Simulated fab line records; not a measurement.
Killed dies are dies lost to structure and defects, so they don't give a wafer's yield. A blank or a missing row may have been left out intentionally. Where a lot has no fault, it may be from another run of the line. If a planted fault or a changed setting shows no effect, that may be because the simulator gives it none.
One fault through the eyes of 2 desks :: flow sfq line :: each desk has only its own numbers; what lay behind them comes last

== AT THE METROLOGY DESK ==
What the gauges read for every lot (on any tool): the sampled wafers with a number, averaged. The brackets show how far a lot's mean lies from the usual mean; more than 4 standard deviations puts the lot out of limits, marked OUT.
Columns: A = INCOMING_BOW at SFQ_INCOMING_BOW_MEAS_900, usual 0 um; B = L0_MONX_KI_RS at SFQ_L0_RS_MEAS_901, usual 43.5 ohm/sq; C = L0_MONX_KI_THK at SFQ_L0_THK_MEAS_902, usual 39.7 nm
lot: L239
first seen here: day 2 21:00
A: -4
B: 44.1
C: 39.2

lot: L242
first seen here: day 3 12:00
A: -2
B: 43.7
C: 39.4

lot: L243
first seen here: day 3 17:00
A: -2
B: 43.8
C: 39.4

lot: L249
first seen here: day 4 23:00
A: 4
B: 43.7
C: 39.4

lot: L254
first seen here: day 6 00:01
A: -2
B: 43.4
C: 39.6

lot: L255
first seen here: day 6 05:01
A: -7
B: 43.1
C: 39.9
This desk's verdict: no lot among the 6 shows anything out of limits.

== THE TOOL OWNER'S DESK: rie metal-03 ==
The tool's own readings at SFQ_TRILAYER_L0_BARC_OPEN_METAL_ETCH_010 (etches BARC in O2, target depth 125 nm, time 41.7 s): means of the sampled wafers that have a number, for each lot that ran on this tool. The brackets show how far a lot's mean lies from the usual mean; more than 4 standard deviations puts the lot out of limits, marked OUT.
Columns: A = drypump motor current A at SFQ_TRILAYER_L0_BARC_OPEN_METAL_ETCH_010, usual 5.3 A; B = oes product au at SFQ_TRILAYER_L0_BARC_OPEN_METAL_ETCH_010, usual 0.685 a.u.; C = rf fwd power W at SFQ_TRILAYER_L0_BARC_OPEN_METAL_ETCH_010, usual 594.0 W; D = run length s at SFQ_TRILAYER_L0_BARC_OPEN_METAL_ETCH_010, usual 69.7 s
lot: L239
first seen here: day 4 04:23
A: 5.1
B: 0.651 (-7.4) OUT
C: 593.2
D: 74.1 (+6.5) OUT

lot: L242
first seen here: day 4 21:17
A: 5.4
B: 0.657 (-6.0) OUT
C: 594.2
D: 74.2 (+6.7) OUT

lot: L255
first seen here: day 7 10:02
A: 5.4
B: 0.687
C: 594.8
D: 69.5
This desk's finding: out of limits on L239, L242; first on L239, day 4 04:23 (oes product au at SFQ_TRILAYER_L0_BARC_OPEN_METAL_ETCH_010). Within limits: L255.

== PUT TOGETHER ==
At day 4 04:23, on L239, L242, the tool owner's desk was in a position to raise an alarm.
Metrology desk: nothing out of limits seen.
The metrology desk has L239, L242 on record, within its limits.
Of the lots named, all ran SFQ_TRILAYER_L0_BARC_OPEN_METAL_ETCH_010 on rie metal-03.

== WHAT WAS PUT IN BY THE SIMULATOR ==
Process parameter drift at SFQ_TRILAYER_L0_BARC_OPEN_METAL_ETCH_010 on rie metal-03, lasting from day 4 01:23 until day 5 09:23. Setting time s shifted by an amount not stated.
Shown lots that were struck: L239, L242.
Time in hours from fault onset to the first out-of-limits reading at each desk: the tool owner's desk, 3.
